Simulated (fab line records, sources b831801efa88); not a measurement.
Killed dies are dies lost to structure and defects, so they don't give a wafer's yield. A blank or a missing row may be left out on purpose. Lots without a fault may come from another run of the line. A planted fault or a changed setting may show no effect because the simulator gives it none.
fab line records | flow sky130
record lots=12 wafers=36 last_day=51
route steps=708 shown NWELL@68 LDD_N@246 LDD_LDN@296 CONTACT@429
lots that met no fault: from a run of the same line without faults
start_h: hours from the record's first day to the start of the lot's first wafer shown | wait_h: hours since the lot's step before | " the same as in the row above | L1.1+2: a row that stands for several wafers | - no value, or no start given | * or withheld: withheld | < > ~ a bound
route shown NAME@n: a module of which the file shows steps, and the number in the route of the first | usual: mean/standard deviation of fault-free wafers | same: alike in all rows | chamber/n: place in a boat | sites: the reading at each site | _std_site: their standard deviation | _edge_site: outer sites' mean less inner sites' | radius_mm: how far each site lies from the wafer's centre | mask NAME#n: copy n | behind: the tool/chamber that last shaped the wafer | hold: why the lot was held/for how many hours/how that ended | device: the transistor (n, p or np) that didn't switch | end of line: the same wafers' tests at the end of the route | a step without rows: its recipe alone | killed: dies lost to structure and defects at the first sort, not the wafer's yield | map: a wafer's dies, x killed, . not, _ none there
set.NAME: the setting as run; set.NAME@STEP: as run at that earlier step | model.NAME: the simulator's own value behind a step, which no gauge read
steps of the route over a sample of lots; a table a step, a row a wafer
services: from which hour (start_h, from the record's first day; less than 0 if before it) a tool's chamber was out of use, for how many hours, and why
## steps
# step SKY_NWELL_TW_MEAS_15
# usual NWELL_TW=1844/8.7
# columns lot.wafer tool chamber start_h wait_h NWELL_TW
L993.2 film_metro-01 - 85.97 0.1 1836
L993.3 " - " " 1837
L993.5 " - " " 1837
L994.1 film_metro-03 - 97.49 0.1 1847
L994.3 " - " " 1834
L994.6 " - " " 1832
L997.1 film_metro-03 - 110.39 0.1 1837
L997.3 " - " " 1826
L997.5 " - " " 1831
L998.1 film_metro-02 - 118.76 0.1 1841
L998.2 " - " " 1853
L998.3 " - " " 1851
L999.3 film_metro-02 - 124.21 0.1 1866
L999.5 " - " " 1841
L999.6 " - " " 1855
L102.2 film_metro-03 - 145.30 0.1 1847
L102.3 " - " " 1837
L102.4 " - " " 1851
L103.2 film_metro-01 - 147.18 0.1 1836
L103.5 " - " " 1839
L103.6 " - " " 1832
L104.1 film_metro-02 - 151.44 0.1 1840
L104.4 " - " " 1849
L104.6 " - " " 1856
L112.1 film_metro-01 - 195.82 0.1 1859
L112.2 " - " " 1849
L112.4 " - " " 1847
L113.1 film_metro-03 - 200.19 0.1 1855
L113.3 " - " " 1855
L113.5 " - " " 1850
L115.1 film_metro-01 - 213.84 0.1 1847
L115.2 " - " " 1858
L115.5 " - " " 1850
L116.2 film_metro-02 - 222.17 0.1 1846
L116.3 " - " " 1838
L116.5 " - " " 1851
# step SKY_LDD_N_IMPLANT_09
# recipe species=As energy_kev=20 dose_cm2=7.572e+13 tilt_deg=withheld rotation_deg=113
# usual rotation_deg=113.00/0.024
# columns lot.wafer tool chamber start_h wait_h rotation_deg
L993.2 implanter-01 0 389.90 0.1 113.03
L993.3 " 0 " " 112.97
L993.5 " 0 " " 113.02
L994.1 implanter-01 0 412.54 0.1 113.00
L994.3 " 0 " " 112.99
L994.6 " 0 " " 113.01
L997.1 implanter-04 0 434.22 0.1 113.02
L997.3 " 0 " " 113.02
L997.5 " 0 " " 112.97
L998.1 implanter-04 0 449.24 0.1 112.98
L998.2 " 0 " " 112.99
L998.3 " 0 " " 112.97
L998.1 implanter-04 0 449.56 0.3 113.02
L998.2 " 0 " " 112.99
L998.3 " 0 " " 112.96
L999.3 implanter-01 0 473.97 0.1 112.97
L999.5 " 0 " " 112.98
L999.6 " 0 " " 113.03
L999.3 implanter-01 0 474.29 0.3 112.95
L999.5 " 0 " " 112.95
L999.6 " 0 " " 113.00
L102.2 implanter-04 0 486.00 0.1 113.05
L102.3 " 0 " " 113.01
L102.4 " 0 " " 113.03
L103.2 implanter-04 0 496.85 0.1 112.97
L103.5 " 0 " " 113.04
L103.6 " 0 " " 112.98
L104.1 implanter-04 0 501.30 0.1 113.01
L104.4 " 0 " " 112.96
L104.6 " 0 " " 113.02
L104.1 implanter-04 0 501.62 0.3 113.00
L104.4 " 0 " " 113.03
L104.6 " 0 " " 113.01
L112.1 implanter-04 0 561.57 0.1 113.01
L112.2 " 0 " " 113.00
L112.4 " 0 " " 113.02
L113.1 implanter-01 0 567.49 0.1 113.00
L113.3 " 0 " " 113.01
L113.5 " 0 " " 113.01
L115.1 implanter-03 0 586.67 0.1 113.02
L115.2 " 0 " " 113.04
L115.5 " 0 " " 112.99
L116.2 implanter-04 0 625.17 0.1 113.00
L116.3 " 0 " " 113.02
L116.5 " 0 " " 113.00
# step SKY_LDD_N_STRIP_16
# recipe chemistry=O2/N2 power_w=1400 pressure_mtorr=1500 platen_temp_c=withheld o2_flow_sccm=3000 n2_flow_sccm=300 overash_fraction=0.5
# usual drypump_motor_current_A=6.0/0.31 oes_product_au=0.406/0.0046 strip_time_to_endpoint_s=4.314/0.014
# columns lot.wafer tool chamber start_h wait_h drypump_motor_current_A oes_product_au rf_hours_counter_h strip_time_to_endpoint_s
L993.2 plasma_asher-03 0 390.92 0.1 6.3 0.403 60 4.318
L993.3 " 0 " " 6.3 0.407 - 4.314
L993.5 " 1 " " 5.6 0.411 - 4.310
L994.1 plasma_asher-01 1 413.59 0.1 6.3 0.404 73 4.324
L994.3 " 0 " " 5.5 0.401 - 4.328
L994.6 " 0 " " 5.5 0.398 - 4.317
L997.1 plasma_asher-02 0 435.27 0.1 6.1 0.406 31 4.295
L997.3 " 0 " " 6.1 0.406 - 4.300
L997.5 " 1 " " 6.2 0.410 - 4.297
L998.1 plasma_asher-02 0 450.61 0.1 6.1 0.408 33 4.534
L998.2 " 1 " " 6.3 0.405 33 4.523
L998.3 " 0 " " 6.0 0.403 - 4.521
L999.3 plasma_asher-02 1 475.32 0.1 6.2 0.405 - 4.517
L999.5 " 1 " " 6.2 0.410 - 4.523
L999.6 " 0 " " 6.1 0.408 - 4.513
L102.2 plasma_asher-01 1 487.02 0.1 6.2 0.407 6 4.306
L102.3 " 1 " " 6.3 0.408 - 4.318
L102.4 " 0 " " 5.5 0.403 - 4.334
L103.2 plasma_asher-03 0 497.87 0.1 6.3 0.403 69 4.345
L103.5 " 0 " " 6.3 0.410 - 4.309
L103.6 " 1 " " 5.6 0.408 - 4.321
L104.1 plasma_asher-02 0 502.83 0.1 6.1 0.403 38 4.528
L104.4 " 0 " " 6.1 0.407 - 4.513
L104.6 " 1 " " 6.3 0.406 - 4.524
L112.1 plasma_asher-03 0 562.62 0.1 6.3 0.409 76 4.305
L112.2 " 1 " " 5.6 0.411 76 4.296
L112.4 " 1 " " 5.6 0.400 - 4.296
L113.1 plasma_asher-03 0 568.54 0.1 6.3 0.401 76 4.301
L113.3 " 0 " " 6.3 0.393 - 4.314
L113.5 " 0 " " 6.3 0.400 - 4.298
L115.1 plasma_asher-01 0 587.72 0.1 5.5 0.397 16 4.302
L115.2 " 1 " " 6.3 0.404 16 4.328
L115.5 " 0 " " 5.5 0.401 - 4.318
L116.2 plasma_asher-02 1 626.19 0.1 6.2 0.399 50 4.315
L116.3 " 0 " " 6.1 0.408 - 4.329
L116.5 " 0 " " 6.1 0.403 - 4.307
# step SKY_LDD_N_TW_MEAS_17
# usual LDD_N_TW=2612/15
# columns lot.wafer tool chamber start_h wait_h LDD_N_TW
L993.2 film_metro-01 - 391.03 0.1 2607
L993.3 " - " " 2601
L993.5 " - " " 2605
L994.1 film_metro-01 - 413.69 0.1 2614
L994.3 " - " " 2603
L994.6 " - " " 2606
L997.1 film_metro-04 - 435.37 0.1 2602
L997.3 " - " " 2604
L997.5 " - " " 2624
L998.1 film_metro-04 - 450.71 0.1 2716
L998.2 " - " " 2724
L998.3 " - " " 2728
L999.3 film_metro-04 - 475.44 0.1 2750
L999.5 " - " " 2735
L999.6 " - " " 2748
L102.2 film_metro-01 - 487.13 0.1 2607
L102.3 " - " " 2627
L102.4 " - " " 2616
L103.2 film_metro-04 - 497.98 0.1 2637
L103.5 " - " " 2628
L103.6 " - " " 2633
L104.1 film_metro-04 - 502.93 0.1 2737
L104.4 " - " " 2726
L104.6 " - " " 2748
L112.1 film_metro-01 - 562.72 0.1 2593
L112.2 " - " " 2606
L112.4 " - " " 2600
L113.1 film_metro-04 - 568.64 0.1 2614
L113.3 " - " " 2616
L113.5 " - " " 2619
L115.1 film_metro-02 - 587.82 0.1 2600
L115.2 " - " " 2603
L115.5 " - " " 2610
L116.2 film_metro-04 - 626.30 0.1 2628
L116.3 " - " " 2628
L116.5 " - " " 2630
# step SKY_LDD_LDN_OVL_MEAS_07
# usual LDD_LDN_OVL=0.3/1.3
# columns lot.wafer tool chamber start_h wait_h LDD_LDN_OVL[nm]
L993.2 overlay-01 - 509.71 0.1 -0.3
L993.3 " - " " 1.3
L993.5 " - " " 1.1
L994.1 overlay-01 - 534.03 0.1 0.5
L994.3 " - " " 0.7
L994.6 " - " " 0.1
L997.1 overlay-01 - 554.96 0.1 -0.4
L997.3 " - " " -1.0
L997.5 " - " " -0.5
L998.1 overlay-02 - 569.50 0.1 1.3
L998.2 " - " " 2.6
L998.3 " - " " 1.7
L999.3 overlay-02 - 593.57 0.1 -1.3
L999.5 " - " " 2.1
L999.6 " - " " 0.7
L102.2 overlay-01 - 605.61 0.1 -0.4
L102.3 " - " " -2.5
L102.4 " - " " -1.8
L103.2 overlay-02 - 616.01 0.1 -0.9
L103.5 " - " " 0.1
L103.6 " - " " -0.1
L104.1 overlay-01 - 619.65 0.1 0.9
L104.4 " - " " 1.7
L104.6 " - " " 1.0
L112.1 overlay-01 - 680.60 0.1 1.7
L112.2 " - " " -1.7
L112.4 " - " " -0.6
L113.1 overlay-01 - 686.34 0.1 1.6
L113.3 " - " " -0.2
L113.5 " - " " 1.9
L115.1 overlay-01 - 703.24 0.1 -0.5
L115.2 " - " " 0.3
L115.5 " - " " 0.1
L116.2 overlay-02 - 739.71 0.1 1.7
L116.3 " - " " 0.7
L116.5 " - " " 1.3
# step SKY_CONTACT_SPUTTER_23
# recipe material=TiN target_thk_nm=20 chamber_pressure_pa=5 power_w=4000 time_s=80
# usual throttle_valve_pct=29.8/1.1
# columns lot.wafer tool chamber start_h wait_h throttle_valve_pct
L993.2 pvd_sputter-04 - 724.38 0.0 29.1
L993.3 " - " " 29.3
L993.5 " - " " 30.6
L994.1 pvd_sputter-03 - 744.16 0.0 29.6
L994.3 " - " " 29.3
L994.6 " - " " 28.4
L997.1 pvd_sputter-04 - 764.57 0.0 32.6
L997.3 " - " " 29.0
L997.5 " - " " 29.0
L998.1 pvd_sputter-03 - 775.64 0.0 29.6
L998.2 " - " " 29.1
L998.3 " - " " 28.7
L999.3 pvd_sputter-03 - 797.53 0.0 29.3
L999.5 " - " " 29.6
L999.6 " - " " 29.6
L102.2 pvd_sputter-04 - 809.67 0.0 29.4
L102.3 " - " " 29.2
L102.4 " - " " 32.6
L103.2 pvd_sputter-03 - 819.49 0.0 28.6
L103.5 " - " " 29.7
L103.6 " - " " 29.4
L104.1 pvd_sputter-03 - 821.40 0.0 29.0
L104.4 " - " " 29.6
L104.6 " - " " 29.1
L112.1 pvd_sputter-04 - 876.88 0.0 29.3
L112.2 " - " " 32.6
L112.4 " - " " 29.1
L113.1 pvd_sputter-04 - 881.92 0.0 32.8
L113.3 " - " " 30.6
L113.5 " - " " 30.4
L115.1 pvd_sputter-02 - 900.72 0.0 30.1
L115.2 " - " " 29.8
L115.5 " - " " 30.3
L116.2 pvd_sputter-04 - 929.59 0.0 29.5
L116.3 " - " " 32.5
L116.5 " - " " 31.0
## services
# columns tool chamber start_h hours kind
pvd_sputter-03 - 384.24 1.1 repair
pvd_sputter-04 - 390.59 6.1 repair
pvd_sputter-04 - 404.99 1.0 repair
pvd_sputter-03 - 433.35 4.8 repair
pvd_sputter-04 - 438.44 3.3 repair
implanter-04 - 474.99 3.1 repair
implanter-01 - 518.75 14.1 repair
implanter-04 - 530.94 14.1 pm
implanter-01 - 575.00 2.8 repair
implanter-04 - 578.27 4.6 repair
implanter-04 - 578.28 5.1 repair
implanter-01 - 619.66 4.2 pm
implanter-01 - 645.82 2.8 pm
pvd_sputter-03 - 648.69 5.9 repair
pvd_sputter-04 - 679.68 14.6 repair
pvd_sputter-04 - 711.64 2.6 repair
pvd_sputter-04 - 742.45 4.5 repair
implanter-04 - 753.35 4.7 repair
implanter-01 - 755.77 1.8 repair
implanter-04 - 758.07 2.0 pm
plasma_asher-02 - 772.06 7.3 pm
implanter-04 - 846.86 0.9 repair
pvd_sputter-03 - 849.68 2.0 repair
plasma_asher-02 - 906.54 1.3 repair
## key
first_sign step=SKY_LDD_N_IMPLANT_09 reading=visit direction=added
effect step=SKY_LDD_N_STRIP_16 reading=strip_time_to_endpoint_s direction=up sigmas=15 usual=* struck=*
effect step=SKY_LDD_N_TW_MEAS_17 reading=LDD_N_TW direction=up sigmas=8.1 usual=2612 struck=2735
met_at SKY_LDD_N_IMPLANT_09
struck_lots L998,L999,L104
tester_left_out L998,L999,L104
not_acting_at SKY_NWELL_TW_MEAS_15,SKY_LDD_LDN_OVL_MEAS_07,SKY_CONTACT_SPUTTER_23
fault kind=repeated_step_whole tool=implanter-01,implanter-03,implanter-04 chamber=- onset_h=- steps=SKY_LDD_N_IMPLANT_09 times=1 scope=struck_lots_only
# tester_left_out: of these lots the tester's yield and bins aren't shown, on N5 and GAA mostly nor the transistor test; their killed dies are dies lost to structure and defects alone, not to doping, threshold or leakage, so they don't give the yield
